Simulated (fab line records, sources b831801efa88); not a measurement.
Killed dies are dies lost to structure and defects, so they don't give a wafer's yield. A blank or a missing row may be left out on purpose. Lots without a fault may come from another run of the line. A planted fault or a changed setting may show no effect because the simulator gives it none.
Which tool did it? | flow gf180mcu | 14 lots, 42 wafers sampled, at 4 steps of a route of 602

WHAT THE GAUGES READ, wafer by wafer
GF_V2_THK_MEAS_01.
lot  | measured     | on            | V2_CVD_00_THK (nm)
L361 | day 19 14:04 | film_metro-01 | 594 603 594
L362 | day 19 15:25 | film_metro-02 | 605 611 608
L365 | day 21 16:22 | film_metro-03 | 606 591 598
L366 | day 21 16:43 | film_metro-01 | 601 609 614
L367 | day 22 23:55 | film_metro-03 | 592 603 595
L368 | day 23 00:53 | film_metro-01 | 597 595 604
L370 | day 23 18:09 | film_metro-02 | 597 601 590
L371 | day 23 20:29 | film_metro-03 | 583 585 590
L380 | day 25 18:22 | film_metro-02 | 595 610 599
L381 | day 26 03:13 | film_metro-01 | 620 594 603
L382 | day 26 09:06 | film_metro-03 | 591 602 590
L383 | day 26 18:02 | film_metro-02 | 603 595 617

GF_V2_BOW_MEAS_05.
lot  | measured     | on            | V2_BOW (um)
L361 | day 19 14:34 | film_metro-02 | 95 90 84
L362 | day 19 15:54 | film_metro-01 | 94 95 98
L365 | day 21 16:51 | film_metro-03 | 105 83 100
L366 | day 21 17:27 | film_metro-01 | 104 93 85
L367 | day 23 00:26 | film_metro-03 | 89 89 87
L368 | day 23 01:26 | film_metro-03 | 110 111 101
L370 | day 23 18:38 | film_metro-01 | 103 106 83
L371 | day 23 20:58 | film_metro-03 | 104 96 94
L380 | day 25 18:52 | film_metro-03 | 98 92 100
L381 | day 26 03:44 | film_metro-01 | 102 98 101
L382 | day 26 09:37 | film_metro-02 | 94 98 107
L383 | day 26 18:32 | film_metro-01 | 109 105 103

WHICH TOOL RAN EACH LOT (tool, then ch and the chambers of the sampled wafers, then the start)
lot  | GF_HV_LDD_STRIP_49                   | GF_M2_STRIP_17
L361 | plasma_asher-01 ch 0,1, day 12 16:29 | plasma_asher-04 ch 0,1, day 19 13:28
L362 | plasma_asher-02 ch 0,1, day 12 17:27 | plasma_asher-02 ch 0,1, day 19 14:48
L365 | plasma_asher-01 ch 0,1, day 14 11:29 | plasma_asher-02 ch 0,1, day 21 15:45
L366 | plasma_asher-03 ch 0,1, day 14 12:21 | plasma_asher-02 ch 1, day 21 16:06
L367 | plasma_asher-03 ch 0,1, day 15 16:30 | plasma_asher-04 ch 0,1, day 22 23:19
L368 | plasma_asher-02 ch 0,1, day 15 17:02 | plasma_asher-02 ch 0, day 23 00:16
L370 | plasma_asher-03 ch 0,1, day 16 08:56 | plasma_asher-01 ch 0,1, day 23 17:32
L371 | plasma_asher-02 ch 1, day 16 13:11   | plasma_asher-04 ch 1, day 23 19:53
L378 | plasma_asher-02 ch 0,1, day 18 05:53 | -
L379 | plasma_asher-02 ch 0,1, day 18 13:51 | -
L380 | plasma_asher-01 ch 0,1, day 18 14:45 | plasma_asher-02 ch 0,1, day 25 17:46
L381 | plasma_asher-01 ch 0,1, day 19 02:17 | plasma_asher-04 ch 0,1, day 26 02:37
L382 | plasma_asher-03 ch 0,1, day 19 10:38 | plasma_asher-01 ch 0,1, day 26 08:28
L383 | plasma_asher-02 ch 0,1, day 19 18:59 | plasma_asher-04 ch 1, day 26 17:25
- GF_HV_LDD_STRIP_49: strips in O2/N2.
- GF_M2_STRIP_17: strips in O2/N2.

WHAT THE TOOLS THEMSELVES READ (means of the sampled wafers that have a number; where no wafer has one, the mark that the record gives instead)
GF_HV_LDD_STRIP_49.
lot  | tool            | chamber_pressure_mTorr (mTorr) | drypump_motor_current_A (A) | heater_power_w (W) | oes_product_au (a.u.) | strip_time_to_endpoint_s (s)
L361 | plasma_asher-01 | 1500.7                         | 5.75                        | 352                | 0.717                 | 12.69
L362 | plasma_asher-02 | 1500.4                         | 5.93                        | 313                | 0.716                 | 12.66
L365 | plasma_asher-01 | 1500.1                         | 5.75                        | 343                | 0.712                 | 12.60
L366 | plasma_asher-03 | 1499.3                         | 5.94                        | 342                | 0.714                 | 12.57
L367 | plasma_asher-03 | 1499.1                         | 5.94                        | 345                | 0.720                 | 12.61
L368 | plasma_asher-02 | 1501.5                         | 5.92                        | 317                | 0.718                 | 12.62
L370 | plasma_asher-03 | 1499.8                         | 6.02                        | 340                | 0.718                 | 12.66
L371 | plasma_asher-02 | 1500.0                         | 5.89                        | 278                | 0.715                 | 12.70
L378 | plasma_asher-02 | -                              | -                           | -                  | -                     | -
L379 | plasma_asher-02 | -                              | -                           | -                  | -                     | -
L380 | plasma_asher-01 | 1500.4                         | 5.72                        | 353                | 0.715                 | 12.67
L381 | plasma_asher-01 | 1500.3                         | 5.73                        | 350                | 0.716                 | 12.57
L382 | plasma_asher-03 | 1500.9                         | 6.02                        | 335                | 0.716                 | 12.67
L383 | plasma_asher-02 | 1500.5                         | 5.91                        | 313                | 0.714                 | 12.66

GF_M2_STRIP_17.
lot  | tool            | chamber_pressure_mTorr (mTorr) | drypump_motor_current_A (A) | heater_power_w (W) | oes_product_au (a.u.) | strip_time_to_endpoint_s (s)
L361 | plasma_asher-04 | 1500.1                         | 5.79                        | 332                | 0.558                 | 7.88
L362 | plasma_asher-02 | 1500.5                         | 5.94                        | 357                | 0.556                 | 7.85
L365 | plasma_asher-02 | 1501.0                         | 5.91                        | 313                | 0.554                 | 7.92
L366 | plasma_asher-02 | 1499.9                         | 5.89                        | 281                | 0.563                 | 7.88
L367 | plasma_asher-04 | 1499.3                         | 5.78                        | 334                | 0.561                 | 7.93
L368 | plasma_asher-02 | 1500.5                         | 5.96                        | 390                | 0.557                 | 7.94
L370 | plasma_asher-01 | 1499.9                         | 5.75                        | 350                | 0.555                 | 7.93
L371 | plasma_asher-04 | 1499.6                         | 5.63                        | 322                | 0.554                 | 7.84
L380 | plasma_asher-02 | 1500.1                         | 5.93                        | 351                | 0.559                 | 7.90
L381 | plasma_asher-04 | 1500.1                         | 5.79                        | 329                | 0.560                 | 7.91
L382 | plasma_asher-01 | 1500.4                         | 5.75                        | 347                | 0.554                 | 7.90
L383 | plasma_asher-04 | 1499.4                         | 5.64                        | 319                | 0.564                 | 7.97

THE ANSWER, worked out from the rows above alone
Rule: what is usual is taken from the lots themselves. Put in order of their means at a reading, lots are off if they are a third of the lots or fewer, leave a main group of 4 or more, and stand apart from it by a gap of 3 or more times the standard deviation of the main group's means; of several such gaps the widest counts. A main group whose means are all the same, to the digits that the tables above print for the reading, isn't used. A lot without any number at a reading at which 4 lots or more have one is off too. The other lots that the step has rows for count as sound. The gauges are gone through in route order, then the tools' own readings, and for those a lot's mean is taken as printed above. The first step at which some lot is off is used, and at that step the reading that is off furthest; a lot without a number counts as furthest.
Off: L378, L379, at GF_HV_LDD_STRIP_49 (chamber_pressure_mTorr). Without a number there: L378, L379. The main group: mean 1500.2 mTorr, standard deviation 0.63.
A tool fits if, at that step or a process step before it, it ran every lot that is off, and no sound lot after the first of them. None of those tried fits.

WHAT THE SIMULATOR HAD PUT IN
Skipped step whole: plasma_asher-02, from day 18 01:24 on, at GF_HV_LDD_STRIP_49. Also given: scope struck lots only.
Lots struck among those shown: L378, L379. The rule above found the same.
